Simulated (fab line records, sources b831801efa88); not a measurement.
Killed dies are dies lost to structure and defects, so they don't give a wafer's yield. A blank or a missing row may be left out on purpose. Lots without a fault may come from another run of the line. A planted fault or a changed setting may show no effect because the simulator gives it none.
A struck lot beside a sound one | flow gf180mcu | 44 steps out of a route of 602
Sound: wafers L216.2, L216.3, L216.4. Struck: wafer L227.4. (L227.2, L227.6 of the same lot were not struck and are left out.) The cause comes at the end.
At each step with rows: each side's tool, then ch and its chambers, then its first start. Under that, the readings that differ: sound wafers | struck wafers | difference of the means | sigmas: that difference in standard deviations of wafers without a fault.
alike: readings whose means differ by less than 2 such deviations, and words and numbers that are the same on both sides. not compared: withheld readings, readings that some wafer has no value for, bounds like >300 that may hide the same value, and numbers for which the record gives no deviation and whose values overlap.
The two part at a step that has a row with sigmas, a row that says differs or no value, or rows on one side only. Numbers that don't overlap but have no deviation are shown without sigmas and don't part them. A reading that every wafer of one side lacks parts them only if that side has two wafers or more.

first, 2 steps without rows for these wafers: GF_V2_STRIP_19 (strips in post etch residue remover, time 1200 s); GF_V2_CLEAN_20 (cleans in DIW).
GF_V2_SPUTTER_21: material Ti, target thk 15 nm, time 80.02 s.
  sound on pvd_sputter-03, day 20 02:17; struck on pvd_sputter-02, day 24 04:40
  alike: throttle_valve_pct
then, 1 step without rows for these wafers: GF_V2_SPUTTER_22 (material TiN, target thk 10 nm, time 40 s).
GF_V2_CVD_23: deposits W, target thk 350 nm, time 104.94 s.
  sound on cvd_w-01 ch 0,1, day 20 02:23; struck on cvd_w-02 ch 1, day 24 04:47
  alike: heater_power_w
GF_V2_RS_MEAS_24: measures by four-point-probe.
  sound on film_metro-04, day 20 02:32; struck on film_metro-02, day 24 04:55
  alike: V2_W_RS
GF_V2_THK_MEAS_25: measures by xrf.
  sound on film_metro-04, day 20 02:38; struck on film_metro-02, day 24 05:01
  alike: V2_W_THK
then, 3 steps without rows for these wafers: GF_V2_CMP_26 (polishes, stops on SiO2, t overpolish 15 s, target thk 0 nm); GF_M3_SPUTTER_00 (material Ti, target thk 37.5 nm, time 150 s); GF_M3_SPUTTER_01 (material TiN, target thk 30 nm, time 25 s).
GF_M3_SPUTTER_02: material AlCu, target thk 450 nm, time 23.9 s.
  sound on pvd_sputter-01, day 20 03:08; struck on pvd_sputter-01, day 24 05:30
  alike: throttle_valve_pct
GF_M3_SPUTTER_03: material Ti, target thk 10 nm, time 6.366 s.
  sound on pvd_sputter-01, day 20 03:10; struck on pvd_sputter-01, day 24 05:32
  alike: throttle_valve_pct
GF_M3_SPUTTER_04: material TiN, target thk 50 nm, time 41.7 s.
  sound on pvd_sputter-01, day 20 03:11; struck on pvd_sputter-01, day 24 05:33
  reading                                | sound            | struck | difference | sigmas
  model.TiN_of_M3_SPUTTER_04.thk_nm (nm) | 49.7 50.26 49.63 | 60.11  | +10.25     |
  alike: throttle_valve_pct
GF_M3_RS_MEAS_05: measures by four-point-probe.
  sound on film_metro-04, day 20 03:15; struck on film_metro-04, day 24 05:37
  alike: M3_ALCU_RS
GF_M3_THK_MEAS_06: measures by xrf.
  sound on film_metro-04, day 20 03:22; struck on film_metro-04, day 24 05:43
  alike: M3_ALCU_THK
then, 7 steps without rows for these wafers: GF_M3_DEHYDRATE_07 (time 60 s); GF_M3_HMDS_08 (prime time 60 s); GF_M3_COAT_09 (resist thk 1000 nm); GF_M3_SOFTBAKE_10 (time 60 s); GF_M3_EXPOSE_11 (exposes mask Metal3, target cd 280 nm); GF_M3_PEB_12 (peb time 90 s); GF_M3_DEVELOP_13 (develop time 60 s).
GF_M3_CD_MEAS_14: target cd 280 nm.
  sound on cd_sem-02, day 21 03:10; struck on cd_sem-01, day 25 03:37
  alike: cd_nm
GF_M3_OVL_MEAS_15:
  sound on overlay-02, day 21 03:16; struck on overlay-02, day 25 03:43
  alike: M3_OVL
then, 5 steps without rows for these wafers: GF_M3_METAL_ETCH_16 (etches the open film in Cl2/BCl3, stops on SiO2, target depth 627.5 nm, time 104.6 s); GF_M3_STRIP_17 (strips in O2/N2); GF_M3_STRIP_18 (strips in post etch residue remover, time 1200 s); GF_M3_CLEAN_19 (cleans in DIW); GF_V3_CVD_00 (deposits SiO2, target thk 600 nm, time 100 s).
GF_V3_THK_MEAS_01:
  sound on film_metro-02, day 21 04:01; struck on film_metro-03, day 25 04:31
  alike: V3_CVD_00_THK
GF_V3_CVD_02: deposits SiO2 from TEOS, target thk 850 nm, time 94.851 s.
  sound on pecvd-03 ch 0,1, day 21 04:04; struck on pecvd-02 ch 1, day 25 04:34
  alike: heater_power_w
GF_V3_THK_MEAS_03:
  sound on film_metro-02, day 21 04:09; struck on film_metro-02, day 25 04:41
  alike: V3_CVD_02_THK
then, 1 step without rows for these wafers: GF_V3_CMP_04 (polishes SiO2).
GF_V3_BOW_MEAS_05:
  sound on film_metro-01, day 21 04:32; struck on film_metro-03, day 25 05:03
  alike: V3_BOW
then, 8 steps without rows for these wafers: GF_V3_DEHYDRATE_06 (time 60 s); GF_V3_HMDS_07 (prime time 60 s); GF_V3_COAT_08; GF_V3_COAT_09 (resist thk 1000 nm); GF_V3_SOFTBAKE_10 (time 60 s); GF_V3_EXPOSE_11 (exposes mask Via3, target cd 260 nm); GF_V3_PEB_12 (peb time 90 s); GF_V3_DEVELOP_13 (develop time 60 s).
GF_V3_STRIP_19: strips in post etch residue remover, time 1200 s.
  sound on wet_bench-03 ch 3, day 22 04:52; struck on wet_bench-02 ch 1, day 26 02:47
  reading                                | sound             | struck | difference | sigmas
  model.TiN_of_M3_SPUTTER_04.thk_nm (nm) | 48.86 49.42 48.79 | 59.27  | +10.25     |
GF_PASSIVATION_PROBE_99:
  the record has rows for the sound wafers here (prober-01, day 28 21:48) and none for the struck ones

WHERE THEY PART
Only at GF_PASSIVATION_PROBE_99, within this record.

WHY: what the simulator had put in
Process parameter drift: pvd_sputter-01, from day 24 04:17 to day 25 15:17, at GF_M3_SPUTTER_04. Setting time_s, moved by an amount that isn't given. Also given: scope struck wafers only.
